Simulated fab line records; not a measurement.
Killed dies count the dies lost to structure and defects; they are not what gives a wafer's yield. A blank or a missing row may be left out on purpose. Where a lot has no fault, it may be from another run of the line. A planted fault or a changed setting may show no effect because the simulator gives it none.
fab line records -- flow gf180mcu -- part 1 of 2: steps 1 to 27 of 38
[record] lots = 5, wafers = 15, last_day = 34
route steps=602 shown MVSD@72 MVPSD@78 VT_IMPLANT@90
lots that met no fault: taken from a fault-free run of the same line
start_h: start of the lot's first displayed wafer, in hours after the record's first day -- wait_h: hours elapsed since this lot's preceding step -- " repeats the value in the row above -- L1.1+2: one row covering several wafers at once -- - no value, or no start given -- * or withheld: withheld -- < > ~ a bound
route shown NAME@n: NAME is a module with steps in the file, n the number in the route of the first one -- usual: mean and standard deviation over wafers with no fault -- same: alike in all rows -- chamber/n: place in a boat -- sites: each site's reading -- _std_site: their standard deviation -- _edge_site: inner sites' mean taken away from outer sites' mean -- radius_mm: for every site, how far away it sits from the centre of the wafer -- mask NAME#n: copy n -- behind: the last tool/chamber to shape the wafer -- hold: the reason the lot was held/the length of the hold in hours/how it ended -- device: the transistor (n, p or np) that didn't switch -- end of line: the tests these same wafers got at the end of their route -- a step without rows: its recipe alone -- killed: not the wafer's yield, but the dies lost to structure and defects at the first sort -- map: per-die view of a wafer (x killed, . not killed, _ where there is no die)
set.NAME: setting as actually run; set.NAME@STEP: the setting as run at that earlier step -- model.NAME: the simulator's own value behind a step, which no gauge read
a table for each step, a row for each wafer; lots at some steps of the route
services: when a tool's chamber went out of use (start_h, in hours from the record's first day, below 0 if earlier), for how many hours, and the reason
[[steps]]
[step GF_MVSD_DEVELOP_06]
[recipe] wall_angle_deg = 90, develop_time_s = 61.22, dev_temp_c = 23
lot.wafer,tool,chamber,start_h,wait_h
L074.1+4+5,litho_track-02,0,-,-
L081.1+2+5,litho_track-03,0,-,-
L089.1+2+4,litho_track-02,0,-,-
L096.1+4+6,litho_track-03,0,-,-
L097.4+5+6,litho_track-04,0,-,-
[step GF_MVSD_OVL_MEAS_07]
[usual] MVSD_OVL = -0.7/1.4
lot.wafer,tool,chamber,start_h,wait_h,MVSD_OVL[nm]
L074.1,overlay-01,-,81.43,-,-0.3
L074.4,overlay-01,-,81.43,-,-0.7
L074.5,overlay-01,-,81.43,-,-0.1
L081.1,overlay-02,-,122.37,-,0.0
L081.2,overlay-02,-,122.37,-,0.5
L081.5,overlay-02,-,122.37,-,-1.0
L089.1,overlay-01,-,168.08,-,-0.5
L089.2,overlay-01,-,168.08,-,1.6
L089.4,overlay-01,-,168.08,-,3.2
L096.1,overlay-02,-,210.52,-,-1.9
L096.4,overlay-02,-,210.52,-,-4.3
L096.6,overlay-02,-,210.52,-,-1.9
L097.4,overlay-01,-,216.35,-,0.0
L097.5,overlay-01,-,216.35,-,-0.7
L097.6,overlay-01,-,216.35,-,-2.5
[step GF_MVSD_IMPLANT_08]
[recipe] species = P, energy_kev = 400, dose_cm2 = 1.6e+13, tilt_deg = 0
[usual] tilt_deg = 0.001/0.02
lot.wafer,tool,chamber,start_h,wait_h,tilt_deg
L074.1,implanter-02,0,81.47,0.0,0.043
L074.4,implanter-02,0,81.47,0.0,0.040
L074.5,implanter-02,0,81.47,0.0,0.029
L081.1,implanter-03,0,122.41,0.0,-0.006
L081.2,implanter-03,0,122.41,0.0,-0.021
L081.5,implanter-03,0,122.41,0.0,-0.011
L089.1,implanter-02,0,168.12,0.0,-0.013
L089.2,implanter-02,0,168.12,0.0,-0.024
L089.4,implanter-02,0,168.12,0.0,0.013
L096.1,implanter-02,0,210.56,0.0,0.028
L096.4,implanter-02,0,210.56,0.0,-0.012
L096.6,implanter-02,0,210.56,0.0,-0.009
L097.4,implanter-03,0,216.45,0.1,-0.001
L097.5,implanter-03,0,216.45,0.1,-0.033
L097.6,implanter-03,0,216.45,0.1,-0.022
[step GF_MVSD_IMPLANT_09]
[recipe] species = P, energy_kev = 100, dose_cm2 = 5e+12, tilt_deg = 0
[usual] tilt_deg = 0.002/0.017
lot.wafer,tool,chamber,start_h,wait_h,tilt_deg
L074.1,implanter-02,0,81.62,0.1,0.000
L074.4,implanter-02,0,81.62,0.1,-0.011
L074.5,implanter-02,0,81.62,0.1,0.020
L081.1,implanter-03,0,122.56,0.1,0.006
L081.2,implanter-03,0,122.56,0.1,-0.010
L081.5,implanter-03,0,122.56,0.1,-0.018
L089.1,implanter-02,0,168.27,0.1,0.025
L089.2,implanter-02,0,168.27,0.1,0.009
L089.4,implanter-02,0,168.27,0.1,-0.018
L096.1,implanter-02,0,210.71,0.1,-0.014
L096.4,implanter-02,0,210.71,0.1,0.006
L096.6,implanter-02,0,210.71,0.1,-0.026
L097.4,implanter-03,0,216.60,0.1,0.011
L097.5,implanter-03,0,216.60,0.1,0.002
L097.6,implanter-03,0,216.60,0.1,-0.011
[step GF_MVSD_STRIP_10]
[recipe] chemistry = O2/N2, power_w = 1400, pressure_mtorr = 1500, platen_temp_c = 250, o2_flow_sccm = 3000, n2_flow_sccm = 300, overash_fraction = 0.5
[usual] drypump_motor_current_A = 5.5/0.59, heater_power_w = 350/35, n2_flow_sccm = 300.1/0.98, o2_flow_sccm = 3001/10, oes_product_au = 0.722/0.0046, strip_time_to_endpoint_s = 37.00/0.083
lot.wafer,tool,chamber,start_h,wait_h,drypump_motor_current_A,heater_power_w,n2_flow_sccm,o2_flow_sccm,oes_product_au,rf_hours_counter_h,strip_time_to_endpoint_s
L074.1,plasma_asher-01,1,81.77,0.1,4.9,338,300.2,3022,0.721,41,37.02
L074.4,plasma_asher-01,1,81.77,0.1,4.9,347,300.9,3010,0.715,-,37.00
L074.5,plasma_asher-01,1,81.77,0.1,4.9,345,299.5,3003,0.718,-,37.12
L081.1,plasma_asher-02,1,122.71,0.1,5.8,324,299.3,2990,0.719,1,36.96
L081.2,plasma_asher-02,0,122.71,0.1,6.3,327,299.3,2993,0.719,1,36.96
L081.5,plasma_asher-02,1,122.71,0.1,5.9,321,300.4,2999,0.726,-,36.99
L089.1,plasma_asher-02,0,168.42,0.1,6.3,330,300.5,2993,0.721,4,37.00
L089.2,plasma_asher-02,1,168.42,0.1,5.9,316,300.6,2995,0.720,4,36.97
L089.4,plasma_asher-02,1,168.42,0.1,5.9,321,301.0,2985,0.726,-,37.11
L096.1,plasma_asher-04,1,210.86,0.1,5.7,423,300.0,3006,0.724,61,36.96
L096.4,plasma_asher-04,0,210.86,0.1,4.6,314,301.5,3003,0.728,-,36.97
L096.6,plasma_asher-04,1,210.86,0.1,5.7,416,300.4,2996,0.716,-,37.00
L097.4,plasma_asher-04,0,216.71,0.1,4.6,308,299.0,2997,0.715,-,36.94
L097.5,plasma_asher-04,0,216.71,0.1,4.6,314,300.0,3006,0.715,-,37.02
L097.6,plasma_asher-04,1,216.71,0.1,5.7,411,299.4,3017,0.716,-,36.83
[step GF_MVSD_TW_MEAS_11]
[usual] MVSD_TW = 1587/13
lot.wafer,tool,chamber,start_h,wait_h,MVSD_TW
L074.1,film_metro-04,-,81.87,0.1,1578
L074.4,film_metro-04,-,81.87,0.1,1570
L074.5,film_metro-04,-,81.87,0.1,1571
L081.1,film_metro-04,-,122.81,0.1,1573
L081.2,film_metro-04,-,122.81,0.1,1572
L081.5,film_metro-04,-,122.81,0.1,1570
L089.1,film_metro-04,-,168.52,0.1,1566
L089.2,film_metro-04,-,168.52,0.1,1570
L089.4,film_metro-04,-,168.52,0.1,1574
L096.1,film_metro-04,-,210.96,0.1,1585
L096.4,film_metro-04,-,210.96,0.1,1586
L096.6,film_metro-04,-,210.96,0.1,1585
L097.4,film_metro-02,-,216.80,0.1,1619
L097.5,film_metro-02,-,216.80,0.1,1613
L097.6,film_metro-02,-,216.80,0.1,1605
[step GF_MVPSD_DEHYDRATE_00]
[recipe] temp_c = 200, time_s = 60
lot.wafer,tool,chamber,start_h,wait_h
L074.1+4+5,litho_track-03,0,88.92,7.0
L081.1+2+5,litho_track-04,0,129.44,6.6
L089.1+2+4,litho_track-03,0,175.77,7.2
L096.1+4+6,litho_track-03,0,219.02,8.1
L097.4+5+6,litho_track-04,0,225.66,8.8
[step GF_MVPSD_HMDS_01]
[recipe] prime_time_s = 60, prime_temp_c = 120
[usual] prime_temp_c = 120.00/0.14
lot.wafer,tool,chamber,start_h,wait_h,prime_temp_c
L074.1,litho_track-03,0,89.07,0.1,120.14
L074.4,litho_track-03,0,89.07,0.1,119.89
L074.5,litho_track-03,0,89.07,0.1,120.06
L081.1,litho_track-04,0,129.59,0.1,119.93
L081.2,litho_track-04,0,129.59,0.1,119.80
L081.5,litho_track-04,0,129.59,0.1,119.92
L089.1,litho_track-03,0,175.92,0.1,120.03
L089.2,litho_track-03,0,175.92,0.1,119.89
L089.4,litho_track-03,0,175.92,0.1,119.98
L096.1,litho_track-03,0,219.17,0.1,119.90
L096.4,litho_track-03,0,219.17,0.1,119.90
L096.6,litho_track-03,0,219.17,0.1,119.81
L097.4,litho_track-04,0,225.81,0.1,119.91
L097.5,litho_track-04,0,225.81,0.1,119.97
L097.6,litho_track-04,0,225.81,0.1,119.96
[step GF_MVPSD_COAT_02]
[recipe] spin_rpm = 2000, resist_thk_nm = 3000
lot.wafer,tool,chamber,start_h,wait_h
L074.1+4+5,litho_track-03,0,89.22,0.1
L081.1+2+5,litho_track-04,0,129.74,0.1
L089.1+2+4,litho_track-03,0,176.07,0.1
L096.1+4+6,litho_track-03,0,219.32,0.1
L097.4+5+6,litho_track-04,0,225.96,0.1
[step GF_MVPSD_SOFTBAKE_03]
[recipe] temp_c = 110, time_s = withheld
lot.wafer,tool,chamber,start_h,wait_h
L074.1+4+5,litho_track-03,0,89.37,0.1
L081.1+2+5,litho_track-04,0,129.89,0.1
L089.1+2+4,litho_track-03,0,176.22,0.1
L096.1+4+6,litho_track-03,0,219.47,0.1
L097.4+5+6,litho_track-04,0,226.14,0.1
[step GF_MVPSD_EXPOSE_04]
[recipe] mask_id = MVPSD, target_cd_nm = 1000, na = 0.6, source_shape = conventional, sigma_outer = 0.6, dose_mj = 260
[usual] exposure_dose_mJ_cm2 = 260.02/0.27, reticle_temp_C = 22.99/0.095, stage_vel_mm_s = 500.02/0.25
lot.wafer,tool,chamber,start_h,wait_h,mask,exposure_dose_mJ_cm2,reticle_temp_C,stage_vel_mm_s
L074.1,iline_stepper-02,0,-,-,MVPSD#0,259.93,23.06,499.87
L074.4,iline_stepper-02,0,-,-,MVPSD#0,260.11,23.03,500.08
L074.5,iline_stepper-02,0,-,-,MVPSD#0,259.57,22.94,500.04
L081.1,iline_stepper-02,0,-,-,MVPSD#0,259.68,22.97,500.26
L081.2,iline_stepper-02,0,-,-,MVPSD#0,259.75,23.06,499.92
L081.5,iline_stepper-02,0,-,-,MVPSD#0,259.57,22.98,500.31
L089.1,iline_stepper-01,0,-,-,MVPSD#0,259.70,22.99,500.12
L089.2,iline_stepper-01,0,-,-,MVPSD#0,259.96,23.08,499.69
L089.4,iline_stepper-01,0,-,-,MVPSD#0,259.86,22.93,500.22
L096.1,iline_stepper-02,0,-,-,MVPSD#0,259.80,22.98,500.53
L096.4,iline_stepper-02,0,-,-,MVPSD#0,260.34,22.97,500.20
L096.6,iline_stepper-02,0,-,-,MVPSD#0,260.27,23.01,500.26
L097.4,iline_stepper-02,0,-,-,MVPSD#0,259.87,22.90,500.03
L097.5,iline_stepper-02,0,-,-,MVPSD#0,260.33,22.88,500.23
L097.6,iline_stepper-02,0,-,-,MVPSD#0,259.96,22.92,499.75
[step GF_MVPSD_PEB_05]
[recipe] temp_c = 115, time_s = withheld
lot.wafer,tool,chamber,start_h,wait_h
L074.1+4+5,litho_track-01,0,-,-
L081.1+2+5,litho_track-01,0,-,-
L089.1+2+4,litho_track-04,0,-,-
L096.1+4+6,litho_track-01,0,-,-
L097.4+5+6,litho_track-03,0,-,-
[step GF_MVPSD_DEVELOP_06]
[recipe] wall_angle_deg = 90, develop_time_s = 60, dev_temp_c = 23
lot.wafer,tool,chamber,start_h,wait_h
L074.1+4+5,litho_track-01,0,-,-
L081.1+2+5,litho_track-01,0,-,-
L089.1+2+4,litho_track-04,0,-,-
L096.1+4+6,litho_track-01,0,-,-
L097.4+5+6,litho_track-03,0,-,-
[step GF_MVPSD_OVL_MEAS_07]
[usual] MVPSD_OVL = 0.1/1.3
lot.wafer,tool,chamber,start_h,wait_h,MVPSD_OVL[nm]
L074.1,overlay-02,-,95.97,-,2.4
L074.4,overlay-02,-,95.97,-,0.3
L074.5,overlay-02,-,95.97,-,2.4
L081.1,overlay-01,-,137.47,-,-0.4
L081.2,overlay-01,-,137.47,-,-0.4
L081.5,overlay-01,-,137.47,-,-0.3
L089.1,overlay-01,-,184.69,-,1.1
L089.2,overlay-01,-,184.69,-,0.7
L089.4,overlay-01,-,184.69,-,-0.2
L096.1,overlay-01,-,228.61,-,-0.3
L096.4,overlay-01,-,228.61,-,0.0
L096.6,overlay-01,-,228.61,-,-0.6
L097.4,overlay-01,-,234.84,-,-1.1
L097.5,overlay-01,-,234.84,-,-1.0
L097.6,overlay-01,-,234.84,-,-0.7
[step GF_MVPSD_IMPLANT_08]
[recipe] species = B, energy_kev = 170, dose_cm2 = 1.5e+13, tilt_deg = 0
[usual] tilt_deg = -0.002/0.017
lot.wafer,tool,chamber,start_h,wait_h,tilt_deg
L074.1,implanter-04,0,96.00,0.0,-0.023
L074.4,implanter-04,0,96.00,0.0,-0.007
L074.5,implanter-04,0,96.00,0.0,-0.017
L081.1,implanter-04,0,137.50,0.0,-0.010
L081.2,implanter-04,0,137.50,0.0,0.011
L081.5,implanter-04,0,137.50,0.0,0.020
L089.1,implanter-03,0,184.72,0.0,0.023
L089.2,implanter-03,0,184.72,0.0,-0.022
L089.4,implanter-03,0,184.72,0.0,0.013
L096.1,implanter-02,0,228.65,0.0,0.004
L096.4,implanter-02,0,228.65,0.0,-0.003
L096.6,implanter-02,0,228.65,0.0,0.014
L097.4,implanter-03,0,234.93,0.1,-0.002
L097.5,implanter-03,0,234.93,0.1,0.008
L097.6,implanter-03,0,234.93,0.1,0.031
[step GF_MVPSD_IMPLANT_09]
[recipe] species = B, energy_kev = 40, dose_cm2 = 5e+12, tilt_deg = 0
[usual] tilt_deg = -0.003/0.017
lot.wafer,tool,chamber,start_h,wait_h,tilt_deg
L074.1,implanter-04,0,96.15,0.1,-0.012
L074.4,implanter-04,0,96.15,0.1,0.001
L074.5,implanter-04,0,96.15,0.1,0.006
L081.1,implanter-04,0,137.65,0.1,-0.007
L081.2,implanter-04,0,137.65,0.1,0.015
L081.5,implanter-04,0,137.65,0.1,-0.006
L089.1,implanter-03,0,184.87,0.1,0.001
L089.2,implanter-03,0,184.87,0.1,0.007
L089.4,implanter-03,0,184.87,0.1,-0.036
L096.1,implanter-02,0,228.80,0.1,-0.014
L096.4,implanter-02,0,228.80,0.1,-0.013
L096.6,implanter-02,0,228.80,0.1,-0.016
L097.4,implanter-03,0,235.08,0.1,-0.021
L097.5,implanter-03,0,235.08,0.1,-0.010
L097.6,implanter-03,0,235.08,0.1,0.025
[step GF_MVPSD_STRIP_10]
[recipe] chemistry = O2/N2, power_w = 1400, pressure_mtorr = 1500, platen_temp_c = 250, o2_flow_sccm = 3000, n2_flow_sccm = 300, overash_fraction = 0.5
[usual] drypump_motor_current_A = 5.6/0.52, heater_power_w = 330/27, n2_flow_sccm = 299.9/0.93, o2_flow_sccm = 3000/8.7, oes_product_au = 0.722/0.0045, strip_time_to_endpoint_s = 37.02/0.11
lot.wafer,tool,chamber,start_h,wait_h,drypump_motor_current_A,heater_power_w,n2_flow_sccm,o2_flow_sccm,oes_product_au,rf_hours_counter_h,strip_time_to_endpoint_s
L074.1,plasma_asher-02,1,96.30,0.1,5.9,318,300.5,3004,0.727,46,36.96
L074.4,plasma_asher-02,0,96.30,0.1,6.4,348,299.7,3006,0.716,-,36.99
L074.5,plasma_asher-02,1,96.30,0.1,5.9,316,300.3,3005,0.725,-,36.91
L081.1,plasma_asher-03,0,137.80,0.1,4.9,361,300.8,3008,0.722,28,36.85
L081.2,plasma_asher-03,1,137.80,0.1,5.9,295,302.2,2999,0.729,28,36.97
L081.5,plasma_asher-03,0,137.80,0.1,5.0,350,299.6,3018,0.718,-,36.88
L089.1,plasma_asher-01,0,185.02,0.1,5.9,385,300.0,3006,0.721,53,37.23
L089.2,plasma_asher-01,1,185.02,0.1,4.9,350,301.7,3005,0.721,53,37.27
L089.4,plasma_asher-01,0,185.02,0.1,5.9,382,299.3,3002,0.720,-,37.07
L096.1,plasma_asher-03,1,228.95,0.1,5.9,290,300.5,3012,0.718,39,36.99
L096.4,plasma_asher-03,1,228.95,0.1,5.9,295,300.2,3015,0.730,-,37.03
L096.6,plasma_asher-03,1,228.95,0.1,5.8,285,299.8,2992,0.722,-,37.06
L097.4,plasma_asher-02,0,235.19,0.1,6.3,329,299.4,2992,0.726,-,36.80
L097.5,plasma_asher-02,0,235.19,0.1,6.3,327,299.1,2997,0.715,-,36.82
L097.6,plasma_asher-02,1,235.19,0.1,5.9,320,299.3,2999,0.716,-,36.90
[step GF_MVPSD_TW_MEAS_11]
[usual] MVPSD_TW = 554/3.6
lot.wafer,tool,chamber,start_h,wait_h,MVPSD_TW
L074.1,film_metro-01,-,96.40,0.1,560
L074.4,film_metro-01,-,96.40,0.1,555
L074.5,film_metro-01,-,96.40,0.1,558
L081.1,film_metro-02,-,137.90,0.1,564
L081.2,film_metro-02,-,137.90,0.1,560
L081.5,film_metro-02,-,137.90,0.1,562
L089.1,film_metro-02,-,185.12,0.1,557
L089.2,film_metro-02,-,185.12,0.1,560
L089.4,film_metro-02,-,185.12,0.1,559
L096.1,film_metro-04,-,229.05,0.1,552
L096.4,film_metro-04,-,229.05,0.1,551
L096.6,film_metro-04,-,229.05,0.1,552
L097.4,film_metro-04,-,235.29,0.1,551
L097.5,film_metro-04,-,235.29,0.1,551
L097.6,film_metro-04,-,235.29,0.1,549
[step GF_VT_IMPLANT_DEHYDRATE_00]
[recipe] temp_c = 200, time_s = 60
lot.wafer,tool,chamber,start_h,wait_h
L074.1+4+5,litho_track-04,0,102.99,6.6
L081.1+2+5,litho_track-01,0,144.87,7.0
L089.1+2+4,litho_track-04,0,192.29,7.2
L096.1+4+6,litho_track-02,0,238.23,9.2
L097.4+5+6,litho_track-01,0,244.19,8.9
[step GF_VT_IMPLANT_HMDS_01]
[recipe] prime_time_s = 60, prime_temp_c = 120
[usual] prime_temp_c = 120.04/0.12
lot.wafer,tool,chamber,start_h,wait_h,prime_temp_c
L074.1,litho_track-04,0,103.14,0.1,119.99
L074.4,litho_track-04,0,103.14,0.1,119.96
L074.5,litho_track-04,0,103.14,0.1,119.90
L081.1,litho_track-01,0,145.02,0.1,120.12
L081.2,litho_track-01,0,145.02,0.1,120.18
L081.5,litho_track-01,0,145.02,0.1,120.06
L089.1,litho_track-04,0,192.44,0.1,120.01
L089.2,litho_track-04,0,192.44,0.1,120.18
L089.4,litho_track-04,0,192.44,0.1,120.25
L096.1,litho_track-02,0,238.38,0.1,119.98
L096.4,litho_track-02,0,238.38,0.1,120.00
L096.6,litho_track-02,0,238.38,0.1,119.99
L097.4,litho_track-01,0,244.34,0.1,120.13
L097.5,litho_track-01,0,244.34,0.1,120.12
L097.6,litho_track-01,0,244.34,0.1,120.32
[step GF_VT_IMPLANT_COAT_02]
[recipe] resist = NOVOLAK, spin_rpm = 3000, resist_thk_nm = 1000
lot.wafer,tool,chamber,start_h,wait_h
L074.1+4+5,litho_track-04,0,103.29,0.1
L081.1+2+5,litho_track-01,0,145.17,0.1
L089.1+2+4,litho_track-04,0,192.59,0.1
L096.1+4+6,litho_track-02,0,238.53,0.1
L097.4+5+6,litho_track-01,0,244.49,0.1
[step GF_VT_IMPLANT_SOFTBAKE_03]
[recipe] temp_c = 90, time_s = 60, resist = NOVOLAK
lot.wafer,tool,chamber,start_h,wait_h
L074.1+4+5,litho_track-04,0,103.44,0.1
L081.1+2+5,litho_track-01,0,145.32,0.1
L089.1+2+4,litho_track-04,0,192.74,0.1
L096.1+4+6,litho_track-02,0,238.68,0.1
L097.4+5+6,litho_track-01,0,244.64,0.1
[step GF_VT_IMPLANT_EXPOSE_04]
[recipe] mask_id = LVPWELL_LV_AREA, target_cd_nm = 600, na = 0.6, source_shape = conventional, sigma_outer = 0.6, dose_mj = 140
[usual] exposure_dose_mJ_cm2 = 139.98/0.13, reticle_temp_C = 23.00/0.11, stage_vel_mm_s = 500.00/0.24
lot.wafer,tool,chamber,start_h,wait_h,mask,exposure_dose_mJ_cm2,reticle_temp_C,stage_vel_mm_s
L074.1,iline_stepper-02,0,-,-,LVPWELL_LV_AREA#0,139.87,22.86,500.07
L074.4,iline_stepper-02,0,-,-,LVPWELL_LV_AREA#0,139.86,23.10,499.25
L074.5,iline_stepper-02,0,-,-,LVPWELL_LV_AREA#0,140.14,23.01,499.96
L081.1,iline_stepper-02,0,-,-,LVPWELL_LV_AREA#0,139.96,23.13,499.55
L081.2,iline_stepper-02,0,-,-,LVPWELL_LV_AREA#0,139.93,23.01,499.74
L081.5,iline_stepper-02,0,-,-,LVPWELL_LV_AREA#0,139.76,23.06,499.93
L089.1,iline_stepper-01,0,-,-,LVPWELL_LV_AREA#0,139.86,23.08,499.96
L089.2,iline_stepper-01,0,-,-,LVPWELL_LV_AREA#0,139.90,23.12,500.02
L089.4,iline_stepper-01,0,-,-,LVPWELL_LV_AREA#0,140.10,22.92,499.80
L096.1,iline_stepper-02,0,-,-,LVPWELL_LV_AREA#0,140.08,23.02,500.13
L096.4,iline_stepper-02,0,-,-,LVPWELL_LV_AREA#0,140.02,22.98,499.96
L096.6,iline_stepper-02,0,-,-,LVPWELL_LV_AREA#0,140.15,22.96,499.94
L097.4,iline_stepper-02,0,-,-,LVPWELL_LV_AREA#0,140.01,22.85,499.81
L097.5,iline_stepper-02,0,-,-,LVPWELL_LV_AREA#0,140.04,23.02,499.90
L097.6,iline_stepper-02,0,-,-,LVPWELL_LV_AREA#0,139.99,22.84,500.28
[step GF_VT_IMPLANT_PEB_05]
[recipe] temp_c = withheld, time_s = *, resist = NOVOLAK
lot.wafer,tool,chamber,start_h,wait_h
L074.1+4+5,litho_track-02,0,-,-
L081.1+2+5,litho_track-04,0,-,-
L089.1+2+4,litho_track-01,0,-,-
L096.1+4+6,litho_track-01,0,-,-
L097.4+5+6,litho_track-01,0,-,-
[step GF_VT_IMPLANT_DEVELOP_06]
[recipe] develop_time_s = 60, dev_temp_c = 23
lot.wafer,tool,chamber,start_h,wait_h
L074.1+4+5,litho_track-02,0,110.33,0.1
L081.1+2+5,litho_track-04,0,152.74,0.1
L089.1+2+4,litho_track-01,0,200.97,0.1
L096.1+4+6,litho_track-01,0,247.36,0.1
L097.4+5+6,litho_track-01,0,253.14,0.1
[step GF_VT_IMPLANT_OVL_MEAS_07]
[usual] VT_IMPLANT_OVL = -1.0/1.6
lot.wafer,tool,chamber,start_h,wait_h,VT_IMPLANT_OVL[nm]
L074.1,overlay-01,-,110.48,0.1,0.7
L074.4,overlay-01,-,110.48,0.1,0.1
L074.5,overlay-01,-,110.48,0.1,-1.0
L081.1,overlay-02,-,152.89,0.1,-3.5
L081.2,overlay-02,-,152.89,0.1,-4.6
L081.5,overlay-02,-,152.89,0.1,-5.0
L089.1,overlay-01,-,201.12,0.1,-1.0
L089.2,overlay-01,-,201.12,0.1,2.5
L089.4,overlay-01,-,201.12,0.1,0.8
L096.1,overlay-02,-,247.51,0.1,-0.8
L096.4,overlay-02,-,247.51,0.1,0.2
L096.6,overlay-02,-,247.51,0.1,-0.4
L097.4,overlay-02,-,253.23,0.1,-0.9
L097.5,overlay-02,-,253.23,0.1,-0.8
L097.6,overlay-02,-,253.23,0.1,-1.2
[step GF_VT_IMPLANT_IMPLANT_08]
[recipe] species = BF2, energy_kev = 20, dose_cm2 = 8.29e+12, tilt_deg = 7
[usual] tilt_deg = 7.002/0.019
lot.wafer,tool,chamber,start_h,wait_h,tilt_deg
L074.1,implanter-01,0,110.52,0.0,7.000
L074.4,implanter-01,0,110.52,0.0,6.998
L074.5,implanter-01,0,110.52,0.0,7.002
L081.1,implanter-01,0,152.92,0.0,6.988
L081.2,implanter-01,0,152.92,0.0,7.035
L081.5,implanter-01,0,152.92,0.0,6.992
L089.1,implanter-01,0,201.15,0.0,6.974
L089.2,implanter-01,0,201.15,0.0,6.990
L089.4,implanter-01,0,201.15,0.0,7.027
L096.1,implanter-03,0,247.55,0.0,7.002
L096.4,implanter-03,0,247.55,0.0,7.032
L096.6,implanter-03,0,247.55,0.0,7.002
L097.4,implanter-04,0,253.33,0.1,6.995
L097.5,implanter-04,0,253.33,0.1,7.015
L097.6,implanter-04,0,253.33,0.1,6.975
